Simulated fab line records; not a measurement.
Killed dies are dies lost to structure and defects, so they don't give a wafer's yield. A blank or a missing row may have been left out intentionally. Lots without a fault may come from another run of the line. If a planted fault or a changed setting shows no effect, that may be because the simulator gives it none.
8D (eight disciplines) problem report, filled in by code -- flow gf180mcu -- the parts of the form that need people (team, actions taken, sign-off) are left out

1. THE PROBLEM
dose-ions-cm2 at GF_HV_LDD_IMPLANT_35 reads a mean of 8.103e+12 on 6 wafers of 2 lots; wafers without a fault read 7.501e+12 with a standard deviation of 8.1e+09. Relative to the usual mean, that is a shift of +74 standard deviations.
The first sign was on wafer L944.2 at day 14 22:04, on implanter-01. The record has a number at this step for 18 wafers belonging to 6 lots. Rule for "out" (also "out of limits"): further than 4 standard deviations from the usual mean. The rest of the wafers with a number are treated as sound.

2. WHAT IT IS; WHAT IT IS NOT
question,is,is not
which readings at this step,dose-ions-cm2,-
which lots,"L944, L945","L937, L942, L946, L953"
which wafers of those lots,all that have a number,-
read on which tools,implanter-01,implanter-03
when,from day 14 22:04,"up to then (6 sound wafers); but 6 sound wafers of L946, L953 came after"

3. SUSPECTS, AND WHAT RULES EACH OUT
Counting: a tool at a process step up to the reading stays a suspect if it ran every lot that is out and no sound lot after the first of them.
- implanter-01 at GF_HV_LDD_IMPLANT_35: kept. Every lot that is out went through it, starting with L944 (day 14 22:04), and after that it ran no sound lot; the last sound lot it ran before then is L942 (day 14 08:53). Out on those wafers are its own readings of dose-ions-cm2.
The count leaves implanter-01 at GF_HV_LDD_IMPLANT_35.

4. THE CAUSE (what the simulator had put in)
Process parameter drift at GF_HV_LDD_IMPLANT_35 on implanter-01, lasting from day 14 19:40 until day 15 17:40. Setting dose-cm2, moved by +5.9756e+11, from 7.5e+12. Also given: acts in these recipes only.
Counting left only this tool.

5. THE CHAIN OF EFFECTS, in route order
One row per reading whose mean, taken over the struck wafers that have a number, lies over 3 standard deviations from the usual. Only readings for which the record gives a usual standard deviation are gone through. hours: the time from each lot's start at the first step in this table that gives one to its start at this step, as a median over the lots. sigmas: the change in usual standard deviations.
hours,step,reading,usual,on struck wafers,change,sigmas
0,GF_HV_LDD_IMPLANT_35,dose-ions-cm2,7.501e+12,8.103e+12,+6.023e+11,+74
0,GF_HV_LDD_IMPLANT_35,faraday-current-uA,42.2,45.8,+3.5,+4.4
Here are the process steps it includes:
- GF_HV_LDD_IMPLANT_35

6. HOW IT WOULD HAVE BEEN CAUGHT EARLIER
2 hours passed between the start of the fault at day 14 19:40 and the first reading out of limits in this record, taken at day 14 22:04.
